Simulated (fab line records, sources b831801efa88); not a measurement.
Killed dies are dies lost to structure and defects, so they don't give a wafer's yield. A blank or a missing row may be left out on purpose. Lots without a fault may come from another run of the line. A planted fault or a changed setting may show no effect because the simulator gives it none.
A struck lot beside a sound one | flow sky130 | 16 steps out of a route of 708
Sound: wafers L796.1, L796.4, L796.6. Struck: wafers L787.1, L787.3, L787.6. The cause comes at the end.
At each step with rows: each side's tool, then ch and its chambers, then its first start. Under that, the readings that differ: sound wafers | struck wafers | difference of the means | sigmas: that difference in standard deviations of wafers without a fault.
alike: readings whose means differ by less than 2 such deviations, and words and numbers that are the same on both sides. not compared: withheld readings, readings that some wafer has no value for, bounds like >300 that may hide the same value, and numbers for which the record gives no deviation and whose values overlap.
The two part at a step that has a row with sigmas, a row that says differs or no value, or rows on one side only. Numbers that don't overlap but have no deviation are shown without sigmas and don't part them. A reading that every wafer of one side lacks parts them only if that side has two wafers or more.

first, 8 steps without rows for these wafers: SKY_METAL2_DEHYDRATE_07 (time 60 s); SKY_METAL2_HMDS_08 (prime time 60 s); SKY_METAL2_COAT_09 (resist thk 60 nm); SKY_METAL2_COAT_10 (resist thk 450 nm); SKY_METAL2_SOFTBAKE_11 (time 90 s); SKY_METAL2_EXPOSE_12 (exposes mask MM2, target cd 140 nm); SKY_METAL2_PEB_13; SKY_METAL2_DEVELOP_14 (develop time 60 s).
SKY_METAL2_CD_MEAS_15: target cd 140 nm.
  sound on cd_sem-02, day 40 14:59; struck on cd_sem-02, day 37 14:54
  alike: cd_nm
SKY_METAL2_OVL_MEAS_16:
  sound on overlay-02, day 40 15:06; struck on overlay-02, day 37 15:01
  alike: METAL2_OVL
SKY_METAL2_DESCUM_17: chemistry O2, time 8 s.
  sound on rie_metal-02 ch 0,1, day 40 15:08; struck on rie_metal-04 ch 0, day 37 15:03
  alike: drypump_motor_current_A, oes_product_au, temp_c
  not compared: rf_hours_counter_h
SKY_METAL2_ETCH_18: etches BARC in N2/H2, stops on SiO2, time 45.9 s, target depth 60 nm.
  sound on rie_metal-02 ch 0,1, day 40 15:10; struck on rie_metal-04 ch 0, day 37 15:05
  reading               | sound             | struck            | difference | sigmas
  oes_product_au (a.u.) | 0.850 0.843 0.854 | 0.859 0.858 0.860 | +0.010     | +2
  alike: bias_w, chamber_pressure_mTorr, drypump_motor_current_A, throttle_valve_pct
  not compared: rf_hours_counter_h
SKY_METAL2_METAL_ETCH_19: etches the open film in Cl2/BCl3, stops on SiO2, target depth 360 nm, time 78 s.
  sound on rie_metal-02 ch 0,1, day 40 15:14; struck on rie_metal-04 ch 0, day 37 15:09
  no value came back on the struck wafers for any of 6 readings (bcl3_flow_sccm (sccm), bias_w (W) and others); on the sound wafers bcl3_flow_sccm (sccm) reads 30.12 30.04 30.07
  reading                                       | sound           | struck            | difference | sigmas
  model.KrF-thick_of_METAL2_COAT_10.thk_nm (nm) | 163 156.7 165.7 | 393.9 394.3 393.4 | +232.1     |
  model.SiO2_of_VIA1_HDPCVD_00.thk_nm (nm)      | 330 331.3 331.1 | 341.9 343 341.7   | +11.4      |
  not compared: rf_hours_counter_h
SKY_METAL2_STRIP_20: strips in O2/N2.
  sound on plasma_asher-03 ch 0,1, day 40 15:19; struck on plasma_asher-02 ch 0,1, day 37 15:14
  reading                      | sound             | struck            | difference | sigmas
  oes_product_au (a.u.)        | 0.348 0.340 0.344 | 0.442 0.443 0.448 | +0.100     | +20
  strip_time_to_endpoint_s (s) | 2.74 2.68 2.76    | 5.21 5.22 5.22    | +2.49      | +69
  alike: drypump_motor_current_A
  not compared: rf_hours_counter_h
then, 1 step without rows for these wafers: SKY_METAL2_STRIP_21 (strips in post etch residue remover, time 1200 s).
-- the record jumps here: 10 days lie between the struck wafers' starts before and after (it left off in module METAL2 and takes up again in module PAD_OPEN, whose first step shown is number 708 of the route) --
SKY_PAD_OPEN_PROBE_99:
  sound on prober-02, day 50 01:31; struck on prober-01, day 47 17:20
  reading                  | sound          | struck         | difference | sigmas
  defect_limited_yield (%) | 82.5 81.9 80.3 | 0 0 0          | -82        | -43
  killed_at_M0_to_M3       | 42 55 38       | 443 453 437    | +399       | +61
  killed_dies              | 86 89 97       | 492 492 492    | +401       | +43
  killed_on_rim            | 24 15 24       | 96 96 96       | +75        | +18
  sort_bin_5_function (%)  | 9.8 10.2 12.2  | 93.1 92.7 91.9 | +81.8      | +58
  sort_n_pass              | 406 403 395    | 0 0 0          | -401       | -43
  sort_yield_pct (%)       | 82.5 81.9 80.3 | 0 0 0          | -82        | -43
  alike: killed_at_M4_up, killed_at_contacts, killed_at_front_end, killed_at_other, killed_open, killed_short, sort_bin_3_pad_short, sort_bin_6_memory

WHERE THEY PART
First at SKY_METAL2_ETCH_18; last, within this record, at SKY_PAD_OPEN_PROBE_99.

WHY: what the simulator had put in
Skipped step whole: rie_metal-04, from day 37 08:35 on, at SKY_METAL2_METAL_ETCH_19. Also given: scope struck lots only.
